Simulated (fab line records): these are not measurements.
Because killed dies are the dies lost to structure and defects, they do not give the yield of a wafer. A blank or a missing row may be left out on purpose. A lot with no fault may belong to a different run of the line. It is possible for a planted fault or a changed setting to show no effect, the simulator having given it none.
fab line records -- flow sky130
record: lots: 14, wafers: 42, last_day: 50
route steps=708 shown RES_XHIGH@339
lots untouched by any fault: they come from a run of this same line in which no faults occurred
start_h: start of the lot's first displayed wafer, in hours after the record's first day -- wait_h: hours elapsed since this lot's preceding step -- " unchanged from the row above -- L1.1+2: a single row standing in for several wafers -- - no value, or no start given -- * or withheld: withheld -- < > ~ a bound
route shown NAME@n: a module of which the file shows steps, and the number in the route of the first -- usual: the fault-free wafers' mean and standard deviation -- same: alike in all rows -- chamber/n: place in a boat -- sites: each site's reading -- _std_site: their standard deviation -- _edge_site: outer sites' mean less inner sites' -- radius_mm: how far each site lies from the wafer's centre -- mask NAME#n: copy n -- behind: the tool/chamber that last shaped the wafer -- hold: what put the lot on hold/how long, in hours/how the hold closed -- device: transistor that didn't switch, given as n, p or np -- end of line: the same wafers' tests at the end of the route -- a step without rows: its recipe alone -- killed: not the wafer's yield, but the dies lost to structure and defects at the first sort -- map: per-die view of a wafer (x killed, . not killed, _ where there is no die)
set.NAME: the setting that was run; set.NAME@STEP: the one run at that earlier step -- model.NAME: the simulator's own value behind a step, which no gauge read
a sample of lots followed through the steps of the route, with each step as a table and each wafer as a row
services: from which hour (start_h, from the record's first day; less than 0 if before it) a tool's chamber was out of use, for how many hours, and why
== steps ==
step: SKY_RES_XHIGH_IMPLANT_07
recipe: species: BF2, energy_kev: 20, dose_cm2: 3.6e+14, tilt_deg: 0
usual: dose_ions_cm2: 3.6e+14/3.8e+11
lot.wafer,tool,chamber,start_h,wait_h,dose_ions_cm2
L625.2,implanter-02,0,628.26,0.1,3.599e+14
L625.4,implanter-02,0,628.26,0.1,3.595e+14
L625.5,implanter-02,0,628.26,0.1,3.594e+14
L626.2,implanter-03,0,637.66,0.1,3.604e+14
L626.3,implanter-03,0,637.66,0.1,3.599e+14
L626.6,implanter-03,0,637.66,0.1,3.598e+14
L630.4,implanter-01,0,670.03,0.1,3.609e+14
L630.5,implanter-01,0,670.03,0.1,3.607e+14
L630.6,implanter-01,0,670.03,0.1,3.6e+14
L629.1,implanter-01,0,671.04,0.1,3.596e+14
L629.3,implanter-01,0,671.04,0.1,3.599e+14
L629.4,implanter-01,0,671.04,0.1,3.603e+14
L631.1,implanter-02,0,680.09,0.1,3.597e+14
L631.2,implanter-02,0,680.09,0.1,3.597e+14
L631.3,implanter-02,0,680.09,0.1,3.595e+14
L632.1,implanter-02,0,698.53,0.1,3.607e+14
L632.3,implanter-02,0,698.53,0.1,3.603e+14
L632.6,implanter-02,0,698.53,0.1,3.597e+14
L634.1,implanter-01,0,706.05,0.1,3.603e+14
L634.5,implanter-01,0,706.05,0.1,3.597e+14
L634.6,implanter-01,0,706.05,0.1,3.6e+14
L635.1,implanter-02,0,714.99,0.1,3.598e+14
L635.4,implanter-02,0,714.99,0.1,3.599e+14
L635.6,implanter-02,0,714.99,0.1,3.601e+14
L636.2,implanter-03,0,716.46,0.1,3.603e+14
L636.5,implanter-03,0,716.46,0.1,3.597e+14
L636.6,implanter-03,0,716.46,0.1,3.599e+14
L640.2,implanter-02,0,759.13,0.1,3.597e+14
L640.3,implanter-02,0,759.13,0.1,3.601e+14
L640.4,implanter-02,0,759.13,0.1,3.59e+14
L643.1,implanter-01,0,782.95,0.1,2.885e+14
L643.5,implanter-01,0,782.95,0.1,2.889e+14
L643.6,implanter-01,0,782.95,0.1,2.885e+14
L645.1,implanter-01,0,790.45,0.1,2.884e+14
L645.4,implanter-01,0,790.45,0.1,2.886e+14
L645.6,implanter-01,0,790.45,0.1,2.885e+14
L646.4,implanter-02,0,794.88,0.1,3.6e+14
L646.5,implanter-02,0,794.88,0.1,3.595e+14
L646.6,implanter-02,0,794.88,0.1,3.598e+14
L647.4,implanter-03,0,800.66,0.1,3.604e+14
L647.5,implanter-03,0,800.66,0.1,3.602e+14
L647.6,implanter-03,0,800.66,0.1,3.601e+14
step: SKY_RES_XHIGH_TW_MEAS_09
usual: RES_XHIGH_TW: 1637/31
lot.wafer,tool,chamber,start_h,wait_h,hold,RES_XHIGH_TW
L625.2,film_metro-03,-,628.50,0.1,-,1610
L625.4,film_metro-03,-,628.50,0.1,-,1604
L625.5,film_metro-03,-,628.50,0.1,-,1602
L626.2,film_metro-03,-,637.90,0.1,-,1599
L626.3,film_metro-03,-,637.90,0.1,-,1612
L626.6,film_metro-03,-,637.90,0.1,-,1604
L630.4,film_metro-03,-,670.23,0.1,-,1582
L630.5,film_metro-03,-,670.23,0.1,-,1595
L630.6,film_metro-03,-,670.23,0.1,-,1588
L629.1,film_metro-04,-,671.29,0.1,-,1678
L629.3,film_metro-04,-,671.29,0.1,-,1675
L629.4,film_metro-04,-,671.29,0.1,-,1679
L631.1,film_metro-02,-,680.34,0.1,-,1641
L631.2,film_metro-02,-,680.34,0.1,-,1642
L631.3,film_metro-02,-,680.34,0.1,-,1638
L632.1,film_metro-04,-,698.78,0.1,-,1669
L632.3,film_metro-04,-,698.78,0.1,-,1659
L632.6,film_metro-04,-,698.78,0.1,-,1663
L634.1,film_metro-03,-,706.30,0.1,-,1608
L634.5,film_metro-03,-,706.30,0.1,-,1621
L634.6,film_metro-03,-,706.30,0.1,-,1605
L635.1,film_metro-03,-,715.24,0.1,-,1618
L635.4,film_metro-03,-,715.24,0.1,-,1614
L635.6,film_metro-03,-,715.24,0.1,-,1624
L636.2,film_metro-04,-,716.70,0.1,-,1672
L636.5,film_metro-04,-,716.70,0.1,-,1666
L636.6,film_metro-04,-,716.70,0.1,-,1666
L640.2,film_metro-04,-,759.36,0.1,-,1674
L640.3,film_metro-04,-,759.36,0.1,-,1665
L640.4,film_metro-04,-,759.36,0.1,-,1668
L643.1,film_metro-03,-,783.20,0.1,await_dispo/0.2h/release,1511
L643.5,film_metro-03,-,783.20,0.1,await_dispo/0.2h/release,1513
L643.6,film_metro-03,-,783.20,0.1,await_dispo/0.2h/release,1509
L643.1,film_metro-03,-,783.43,0.2,-,1512
L643.5,film_metro-03,-,783.43,0.2,-,1515
L643.6,film_metro-03,-,783.43,0.2,-,1520
L645.1,film_metro-04,-,790.70,0.1,-,1550
L645.4,film_metro-04,-,790.70,0.1,-,1557
L645.6,film_metro-04,-,790.70,0.1,-,1566
L646.4,film_metro-02,-,795.08,0.1,-,1644
L646.5,film_metro-02,-,795.08,0.1,-,1655
L646.6,film_metro-02,-,795.08,0.1,-,1647
L647.4,film_metro-04,-,800.86,0.1,-,1666
L647.5,film_metro-04,-,800.86,0.1,-,1677
L647.6,film_metro-04,-,800.86,0.1,-,1670
step: SKY_SD_N_RS_MEAS_18
recipe: thk_meas_gauge: four-point-probe
usual: RES_XHIGH_RS: 333.4/1.3
lot.wafer,tool,chamber,start_h,wait_h,hold,RES_XHIGH_RS[ohm/sq]
L625.2,film_metro-03,-,658.64,0.1,-,332.8
L625.4,film_metro-03,-,658.64,0.1,-,332.8
L625.5,film_metro-03,-,658.64,0.1,-,331.7
L626.2,film_metro-02,-,666.85,0.1,-,332.3
L626.3,film_metro-02,-,666.85,0.1,-,332.3
L626.6,film_metro-02,-,666.85,0.1,-,333.0
L630.4,film_metro-04,-,699.68,0.1,-,330.6
L630.5,film_metro-04,-,699.68,0.1,-,331.6
L630.6,film_metro-04,-,699.68,0.1,-,331.7
L629.1,film_metro-03,-,699.92,0.1,-,333.9
L629.3,film_metro-03,-,699.92,0.1,-,334.1
L629.4,film_metro-03,-,699.92,0.1,-,332.7
L631.1,film_metro-03,-,708.76,0.1,-,336.1
L631.2,film_metro-03,-,708.76,0.1,-,336.6
L631.3,film_metro-03,-,708.76,0.1,-,336.6
L632.1,film_metro-03,-,727.41,0.1,-,333.4
L632.3,film_metro-03,-,727.41,0.1,-,333.2
L632.6,film_metro-03,-,727.41,0.1,-,333.9
L634.1,film_metro-04,-,734.57,0.1,-,331.8
L634.5,film_metro-04,-,734.57,0.1,-,331.1
L634.6,film_metro-04,-,734.57,0.1,-,331.5
L635.1,film_metro-02,-,744.17,0.1,-,330.5
L635.4,film_metro-02,-,744.17,0.1,-,332.8
L635.6,film_metro-02,-,744.17,0.1,-,333.0
L636.2,film_metro-03,-,745.05,0.1,-,334.2
L636.5,film_metro-03,-,745.05,0.1,-,333.3
L636.6,film_metro-03,-,745.05,0.1,-,334.1
L640.2,film_metro-03,-,787.65,0.1,-,335.0
L640.3,film_metro-03,-,787.65,0.1,-,332.7
L640.4,film_metro-03,-,787.65,0.1,-,332.9
L643.1,film_metro-03,-,810.47,0.1,await_dispo/0.2h/release,396.8
L643.5,film_metro-03,-,810.47,0.1,await_dispo/0.2h/release,397.4
L643.6,film_metro-03,-,810.47,0.1,await_dispo/0.2h/release,396.7
L643.1,film_metro-03,-,810.75,0.3,-,396.7
L643.5,film_metro-03,-,810.75,0.3,-,399.0
L643.6,film_metro-03,-,810.75,0.3,-,397.3
L645.1,film_metro-03,-,817.98,0.1,await_dispo/0.2h/release,399.6
L645.4,film_metro-03,-,817.98,0.1,await_dispo/0.2h/release,397.7
L645.6,film_metro-03,-,817.98,0.1,await_dispo/0.2h/release,398.7
L645.1,film_metro-03,-,818.27,0.3,-,399.3
L645.4,film_metro-03,-,818.27,0.3,-,399.0
L645.6,film_metro-03,-,818.27,0.3,-,398.9
L646.4,film_metro-03,-,822.33,0.1,-,332.5
L646.5,film_metro-03,-,822.33,0.1,-,334.2
L646.6,film_metro-03,-,822.33,0.1,-,332.9
L647.4,film_metro-04,-,828.13,0.1,-,335.1
L647.5,film_metro-04,-,828.13,0.1,-,335.0
L647.6,film_metro-04,-,828.13,0.1,-,333.8
== services ==
tool,chamber,start_h,hours,kind
implanter-03,-,626.22,2.6,repair
implanter-03,-,626.40,1.2,repair
implanter-01,-,712.60,10.8,pm
implanter-03,-,730.01,3.1,repair
implanter-02,-,751.72,3.5,repair
implanter-02,-,770.79,2.7,repair
implanter-02,-,774.19,4.1,repair
implanter-02,-,778.30,4.0,pm
implanter-03,-,784.67,1.8,repair
implanter-03,-,785.43,14.4,repair
implanter-01,-,794.33,4.1,repair
== key ==
first_sign: step: SKY_RES_XHIGH_IMPLANT_07, reading: dose_ions_cm2, direction: down, sigmas: 99+, usual: *, struck: *
effect: step: SKY_RES_XHIGH_TW_MEAS_09, reading: visit, direction: added
effect: step: SKY_SD_N_RS_MEAS_18, reading: visit, direction: added
effect: step: SKY_SD_N_RS_MEAS_18, reading: RES_XHIGH_RS, direction: up, sigmas: 51, usual: 333.4, struck: 397.8
met_at SKY_RES_XHIGH_IMPLANT_07
struck_lots L643,L645
scrapped_behind SKY_SD_N_RS_MEAS_18 L643.1,L643.5,L643.6,L645.1,L645.4,L645.6
onset_between 706.05 782.95
fault: kind: process_parameter_drift, tool: implanter-01, chamber: -, onset_h: 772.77, steps: SKY_RES_XHIGH_IMPLANT_07, channel: dose_cm2, offset: *, shape: step, end_h: 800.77, acts_in: *, stated: *
